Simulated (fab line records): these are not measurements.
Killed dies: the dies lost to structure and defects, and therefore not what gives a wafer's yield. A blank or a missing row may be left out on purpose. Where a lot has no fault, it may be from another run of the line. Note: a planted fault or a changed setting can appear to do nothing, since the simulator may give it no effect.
One fault through the eyes of 2 desks ; flow sky130 ; every desk sees just its own numbers, and what lay behind them comes last

METROLOGY DESK
Means of the sampled wafers that have a number, per lot and without regard to the tool the lot ran on: this is what the gauges read. Marked OUT: a lot whose mean sits more than 4 standard deviations from the usual mean, which makes it out of limits; the brackets give that distance.
Columns: A = VIA1_HDPCVD_THK at SKY_VIA1_THK_MEAS_01, usual 1035 nm; B = cd_nm at SKY_VIA2_CD_MEAS_12, usual 200.5 nm; C = CAPM_TIN_RS at SKY_CAPM_RS_MEAS_03, usual 6.94 ohm/sq; D = CAPM_TIN_THK at SKY_CAPM_THK_MEAS_04, usual 197.6 nm
lot;first seen here;A;B;C;D
L379;day 35 00:11;1019;199.0;6.92;198.4
L378;day 35 00:31;1045;202.2;6.95;198.1
L381;day 35 05:53;1031;198.9;6.93;197.3
L385;day 35 16:49;1039;200.1;6.92;197.1
L386;day 35 21:32;1043;198.9;6.87;198.4
L387;day 36 06:20;1037;202.3;7.10;195.2
L392;day 38 06:09;1045;201.7;5.73 (-19) OUT;243.3 (+24) OUT
L394;day 38 18:41;1026;200.0;6.90;198.6
L393;day 38 20:26;1040;200.9;6.39 (-8.5) OUT;218.1 (+11) OUT
L399;day 39 21:41;1042;200.3;7.03;194.5
This desk finds L392, L393 out of limits, with the earliest case on L392 at day 41 14:29 (CAPM_TIN_RS at SKY_CAPM_RS_MEAS_03). Within limits: L379, L378, L381, L385, L386, L387, L394, L399.

DESK OF THE TOOL OWNER: pvd_sputter-02
At SKY_CAPM_SPUTTER_02 (material TiN, target thk 200 nm, time 166.7 s) the tool's own readings: per lot run on this tool, the mean of the sampled wafers that have a number. Marked OUT: a lot whose mean sits more than 4 standard deviations from the usual mean, which makes it out of limits; the brackets give that distance.
Columns: A = throttle_valve_pct at SKY_CAPM_SPUTTER_02, usual 29.7 %
lot;first seen here;A
L381;day 38 18:40;30.0
L386;day 39 07:46;29.6
L387;day 39 16:14;30.4
L392;day 41 14:22;29.6
L393;day 42 02:41;30.4
This desk's finding: nothing out of limits on any of the 5 lots.

ALL TOGETHER
L392, L393 would have let the metrology desk raise an alarm at day 41 14:29.
The tool owner's desk saw nothing out of limits.
The tool owner's desk has L392, L393 on record, within its limits.
The lots listed all ran SKY_CAPM_SPUTTER_02 on pvd_sputter-02.

WHAT THE SIMULATOR HAD PUT IN
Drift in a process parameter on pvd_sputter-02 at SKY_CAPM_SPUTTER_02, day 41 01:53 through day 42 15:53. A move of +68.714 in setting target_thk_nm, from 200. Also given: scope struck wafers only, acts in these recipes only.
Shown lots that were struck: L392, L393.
Delay in hours, fault start to first out-of-limits reading, per desk: metrology desk 13.
